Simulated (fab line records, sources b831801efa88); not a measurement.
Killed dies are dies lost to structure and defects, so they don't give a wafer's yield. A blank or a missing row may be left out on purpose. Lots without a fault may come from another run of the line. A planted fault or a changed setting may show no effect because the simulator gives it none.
fab line records | flow gf180mcu
record lots=13 wafers=36 last_day=34
route steps=602 shown M2@363 V2@396 V3@431
lots that met no fault: from a run of the same line without faults
start_h: hours from the record's first day to the start of the lot's first wafer shown | wait_h: hours since the lot's step before | " the same as in the row above | L1.1+2: a row that stands for several wafers | - no value, or no start given | * or withheld: withheld | < > ~ a bound
route shown NAME@n: a module of which the file shows steps, and the number in the route of the first | usual: mean/standard deviation of fault-free wafers | same: alike in all rows | chamber/n: place in a boat | sites: the reading at each site | _std_site: their standard deviation | _edge_site: outer sites' mean less inner sites' | radius_mm: how far each site lies from the wafer's centre | mask NAME#n: copy n | behind: the tool/chamber that last shaped the wafer | hold: why the lot was held/for how many hours/how that ended | device: the transistor (n, p or np) that didn't switch | end of line: the same wafers' tests at the end of the route | a step without rows: its recipe alone | killed: dies lost to structure and defects at the first sort, not the wafer's yield | map: a wafer's dies, x killed, . not, _ none there
set.NAME: the setting as run; set.NAME@STEP: as run at that earlier step | model.NAME: the simulator's own value behind a step, which no gauge read
steps of the route over a sample of lots; a table a step, a row a wafer
services: from which hour (start_h, from the record's first day; less than 0 if before it) a tool's chamber was out of use, for how many hours, and why
## steps
# step GF_M2_SPUTTER_01
# recipe material=TiN target_thk_nm=30 power_w=6500 time_s=25 chamber_pressure_pa=0.4
# usual throttle_valve_pct=29.5/1.3
# columns lot.wafer tool chamber start_h wait_h throttle_valve_pct
L772.4 pvd_sputter-02 - 406.40 0.1 30.0
L772.5 " - " " 28.2
L772.6 " - " " 30.4
L774.2 pvd_sputter-01 - 423.17 0.1 29.2
L774.3 " - " " 30.1
L774.6 " - " " 27.3
L775.1 pvd_sputter-02 - 435.97 0.1 30.2
L775.3 " - " " 31.1
L775.5 " - " " 30.1
L776.5 pvd_sputter-03 - 440.07 0.0 29.9
L776.6 " - " " 32.3
L777.2 pvd_sputter-02 - 449.53 0.1 30.5
L777.3 " - " " 31.2
L777.4 " - " " 30.0
L778.1 pvd_sputter-01 - 463.50 0.1 29.2
L778.3 " - " " 29.1
L778.6 " - " " 30.2
L779.1 pvd_sputter-01 - 488.17 0.1 27.7
L779.2 " - " " 30.2
L779.5 " - " " 29.0
L780.1 pvd_sputter-01 - 490.10 0.1 29.1
L780.4 " - " " 30.1
L780.5 " - " " 29.6
L781.1 pvd_sputter-03 - 502.69 0.1 32.3
L781.3 " - " " 29.6
L781.6 " - " " 32.3
L782.2 pvd_sputter-01 - 524.14 0.1 30.4
L782.4 " - " " 29.1
L782.5 " - " " 29.5
L783.4 pvd_sputter-02 - 534.83 0.1 28.2
L783.5 " - " " 28.4
L788.3 pvd_sputter-01 - 552.63 0.1 29.2
L788.5 " - " " 29.1
L793.1 pvd_sputter-03 - 589.32 0.1 28.0
L793.3 " - " " 32.2
L793.5 " - " " 28.2
# step GF_M2_SPUTTER_04
# recipe material=TiN target_thk_nm=50 power_w=6500 time_s=41.7 chamber_pressure_pa=0.4
# usual throttle_valve_pct=29.5/1.3
# columns lot.wafer tool chamber start_h wait_h throttle_valve_pct
L772.4 pvd_sputter-02 - 406.48 0.0 30.2
L772.5 " - " " 28.2
L772.6 " - " " 30.2
L774.2 pvd_sputter-01 - 423.26 0.0 29.0
L774.3 " - " " 30.1
L774.6 " - " " 27.5
L775.1 pvd_sputter-02 - 436.05 0.0 30.3
L775.3 " - " " 31.3
L775.5 " - " " 30.0
L776.5 pvd_sputter-03 - 440.16 0.0 29.8
L776.6 " - " " 32.2
L777.2 pvd_sputter-02 - 449.62 0.0 30.3
L777.3 " - " " 31.3
L777.4 " - " " 29.8
L778.1 pvd_sputter-01 - 463.58 0.0 29.3
L778.3 " - " " 28.8
L778.6 " - " " 30.1
L779.1 pvd_sputter-01 - 488.25 0.0 27.5
L779.2 " - " " 30.1
L779.5 " - " " 29.0
L780.1 pvd_sputter-01 - 490.18 0.0 29.2
L780.4 " - " " 30.0
L780.5 " - " " 29.6
L781.1 pvd_sputter-03 - 502.77 0.0 32.4
L781.3 " - " " 29.7
L781.6 " - " " 32.3
L782.2 pvd_sputter-01 - 524.22 0.0 29.9
L782.4 " - " " 28.8
L782.5 " - " " 29.3
L783.4 pvd_sputter-02 - 534.91 0.0 28.3
L783.5 " - " " 28.1
L788.3 pvd_sputter-01 - 552.71 0.0 29.1
L788.5 " - " " 29.2
L793.1 pvd_sputter-03 - 589.40 0.0 28.2
L793.3 " - " " 32.2
L793.5 " - " " 28.2
# step GF_V2_CD_MEAS_14
# recipe target_cd_nm=260
# usual cd_nm=259.6/1.2
# columns lot.wafer tool chamber start_h wait_h cd_nm
L772.4 cd_sem-02 - 455.92 0.1 258.7
L772.5 " - " " 257.3
L772.6 " - " " 257.2
L774.2 cd_sem-02 - 474.00 0.1 258.0
L774.3 " - " " 257.8
L774.6 " - " " 258.2
L775.1 cd_sem-01 - 485.97 0.1 261.0
L775.3 " - " " 261.3
L775.5 " - " " 261.0
L776.5 cd_sem-02 - 490.34 0.1 261.2
L776.6 " - " " 262.5
L777.2 cd_sem-01 - 500.33 0.1 260.7
L777.3 " - " " 260.0
L777.4 " - " " 259.7
L778.1 cd_sem-01 - 511.98 0.1 258.6
L778.3 " - " " 258.5
L778.6 " - " " 259.9
L779.1 cd_sem-01 - 535.91 0.1 261.2
L779.2 " - " " 260.3
L779.5 " - " " 260.2
L780.1 cd_sem-01 - 537.98 0.1 259.7
L780.4 " - " " 260.0
L780.5 " - " " 259.7
L781.1 cd_sem-01 - 549.56 0.1 260.5
L781.3 " - " " 261.3
L781.6 " - " " 260.4
L782.2 cd_sem-01 - 570.64 0.1 260.4
L782.4 " - " " 260.0
L782.5 " - " " 260.8
L783.4 cd_sem-01 - 581.19 0.1 259.2
L783.5 " - " " 258.7
L788.3 cd_sem-01 - 597.51 0.1 260.4
L788.5 " - " " 260.3
L793.1 cd_sem-01 - 633.18 0.2 259.4
L793.3 " - " " 259.4
L793.5 " - " " 259.7
# step GF_V3_CVD_02
# recipe material=SiO2 target_thk_nm=850 precursor=TEOS temp_c=400 time_s=94.851 rf_w=600
# usual heater_power_w=684/90 rf_fwd_power_W=596.3/2.3
# columns lot.wafer tool chamber start_h wait_h heater_power_w rf_fwd_power_W
L772.4 pecvd-02 1 482.85 0.1 628 599.4
L772.5 " 0 " " 527 594.9
L772.6 " 2 " " 654 598.7
L774.2 pecvd-01 0 501.18 0.0 714 597.8
L774.3 " 1 " " 575 594.5
L774.6 " 2 " " 784 596.5
L775.1 pecvd-01 1 511.94 0.1 686 593.3
L775.3 " 0 " " 617 595.9
L775.5 " 1 " " 730 592.4
L776.5 pecvd-01 1 515.86 0.0 728 595.1
L776.6 " 2 " " 758 595.4
L777.2 pecvd-01 2 526.27 0.0 782 596.4
L777.3 " 0 " " 708 596.9
L777.4 " 0 " " 578 595.3
L778.1 pecvd-03 1 537.79 0.1 688 595.8
L778.3 " 0 " " 785 593.7
L778.6 " 1 " " 584 595.8
L779.1 pecvd-03 0 561.17 0.1 772 594.0
L779.2 " 2 " " 890 595.3
L779.5 " 0 " " 810 596.3
L780.1 pecvd-02 0 562.39 0.1 615 600.1
L780.4 " 2 " " 651 598.6
L780.5 " 0 " " 653 596.0
L781.1 pecvd-01 1 573.57 0.1 709 597.4
L781.3 " 0 " " 638 595.7
L781.6 " 1 " " 750 595.3
L782.2 pecvd-02 0 594.66 0.0 547 600.3
L782.4 " 2 " " 559 595.1
L782.5 " 0 " " 594 596.8
L783.4 pecvd-02 1 604.14 0.1 766 594.7
L783.5 " 2 " " 654 602.2
L788.3 pecvd-02 0 621.66 0.0 650 597.7
L788.5 " 1 " " 739 597.3
L793.1 pecvd-01 0 655.48 0.1 598 596.0
L793.3 " 1 " " 618 592.2
L793.5 " 2 " " 761 592.9
# step GF_V3_THK_MEAS_03
# recipe reads=SiO2_of_V3_CVD_02
# usual V3_CVD_02_THK=851/15
# columns lot.wafer tool chamber start_h wait_h V3_CVD_02_THK[nm]
L772.4 film_metro-04 - 482.92 0.0 843
L772.5 " - " " 855
L772.6 " - " " 832
L774.2 film_metro-04 - 501.25 0.0 857
L774.3 " - " " 843
L774.6 " - " " 863
L775.1 film_metro-04 - 512.00 0.0 860
L775.3 " - " " 864
L775.5 " - " " 863
L776.5 film_metro-01 - 515.94 0.0 866
L776.6 " - " " 863
L777.2 film_metro-02 - 526.35 0.0 845
L777.3 " - " " 852
L777.4 " - " " 859
L778.1 film_metro-04 - 537.89 0.1 832
L778.3 " - " " 841
L778.6 " - " " 839
L779.1 film_metro-02 - 561.24 0.0 825
L779.2 " - " " 835
L779.5 " - " " 835
L780.1 film_metro-04 - 562.46 0.0 851
L780.4 " - " " 831
L780.5 " - " " 866
L781.1 film_metro-01 - 573.64 0.0 844
L781.3 " - " " 854
L781.6 " - " " 859
L782.2 film_metro-01 - 594.74 0.0 864
L782.4 " - " " 851
L782.5 " - " " 870
L783.4 film_metro-01 - 604.21 0.0 841
L783.5 " - " " 847
L788.3 film_metro-04 - 621.75 0.1 900
L788.5 " - " " 836
L793.1 film_metro-02 - 655.55 0.0 865
L793.3 " - " " 853
L793.5 " - " " 873
# step GF_V3_CMP_04
# recipe material=SiO2 down_force_psi=4 platen_rpm=60 pad_velocity_m_s=0.94248
# usual motor_current_A=12.9/1.1 time_to_endpoint_s=81/6.1
# columns lot.wafer tool chamber start_h wait_h motor_current_A time_to_endpoint_s
L772.4 cmp-01 1 483.10 0.2 13.9 76
L772.6 " 2 " " 13.2 77
L772.5 " 3 " " 11.4 85
L774.3 cmp-01 2 501.30 0.0 12.9 84
L774.2 " 3 " " 11.2 86
L774.6 " 3 " " 11.3 87
L775.1 cmp-01 0 512.11 0.1 11.4 81
L775.3 " 2 " " 13.1 83
L775.5 " 3 " " 11.4 85
L776.5 cmp-01 1 516.16 0.2 13.4 81
L776.6 " 2 " " 13.6 83
L777.4 cmp-01 2 526.45 0.1 12.9 87
L777.2 " 3 " " 11.5 82
L777.3 " 0 " " 11.8 81
L778.1 cmp-02 3 538.00 0.1 14.7 69
L778.3 " 1 " " 13.0 75
L778.6 " 2 " " 11.8 80
L779.1 cmp-02 1 561.35 0.1 12.8 68
L779.2 " 3 " " 14.3 71
L779.5 " 0 " " 14.4 88
L780.4 cmp-01 0 562.57 0.1 12.0 74
L780.1 " 1 " " 13.7 82
L780.5 " 0 " " 11.3 89
L781.1 cmp-02 0 573.77 0.1 14.3 87
L781.3 " 2 " " 11.8 82
L781.6 " 3 " " 14.3 77
L782.2 cmp-01 2 594.92 0.2 13.1 92
L782.4 " 3 " " 12.1 84
L782.5 " 2 " " 13.1 92
L783.4 cmp-02 3 604.24 0.0 13.1 68
L783.5 " 3 " " 14.8 73
L788.3 cmp-01 1 621.79 0.0 13.7 101
L788.5 " 1 " " 13.5 77
L793.3 cmp-02 1 655.61 0.0 12.6 74
L793.1 " 3 " " 14.0 78
L793.5 " 1 " " 12.4 83
## services
# columns tool chamber start_h hours kind
cmp-01 - 383.05 3.3 repair
cmp-01 - 384.83 0.3 repair
cmp-02 - 404.00 4.0 pm
pecvd-03 - 406.65 0.3 repair
pvd_sputter-02 - 422.27 7.5 repair
pecvd-02 0 422.86 18.4 repair
cmp-01 - 440.27 18.3 pm
cmp-01 - 460.12 0.5 repair
cmp-01 - 460.19 1.2 repair
cmp-01 - 462.56 1.1 repair
cmp-02 - 505.62 4.6 pm
pvd_sputter-01 - 518.69 1.6 repair
pvd_sputter-01 - 541.92 3.5 repair
pecvd-02 - 548.78 1.0 repair
cmp-02 - 554.23 3.8 repair
pecvd-01 - 562.65 0.7 repair
cmp-01 - 572.00 4.0 pm
pvd_sputter-03 - 580.04 2.1 repair
cmp-01 - 581.49 4.2 pm
pecvd-02 2 586.55 7.4 repair
cmp-02 - 591.20 4.0 pm
pvd_sputter-03 - 603.77 6.6 repair
pecvd-02 - 628.56 4.3 pm
pecvd-01 1 655.66 15.9 repair
## key
first_sign step=GF_V3_THK_MEAS_03 reading=V3_CVD_02_THK direction=up sigmas=3.4 usual=851 struck=900
effect step=GF_V3_CMP_04 reading=time_to_endpoint_s direction=up sigmas=3.3 usual=* struck=*
met_at GF_V3_CVD_02
struck_lots L788
struck_wafers L788.3
not_acting_at GF_M2_SPUTTER_01,GF_M2_SPUTTER_04,GF_V2_CD_MEAS_14
onset_between 604.14 621.66
fault kind=process_parameter_drift tool=pecvd-02 chamber=- onset_h=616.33 steps=GF_V3_CVD_02 channel=target_thk_nm offset=48.07 shape=step end_h=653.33 scope=struck_wafers_only acts_in=these_recipes_only stated=850
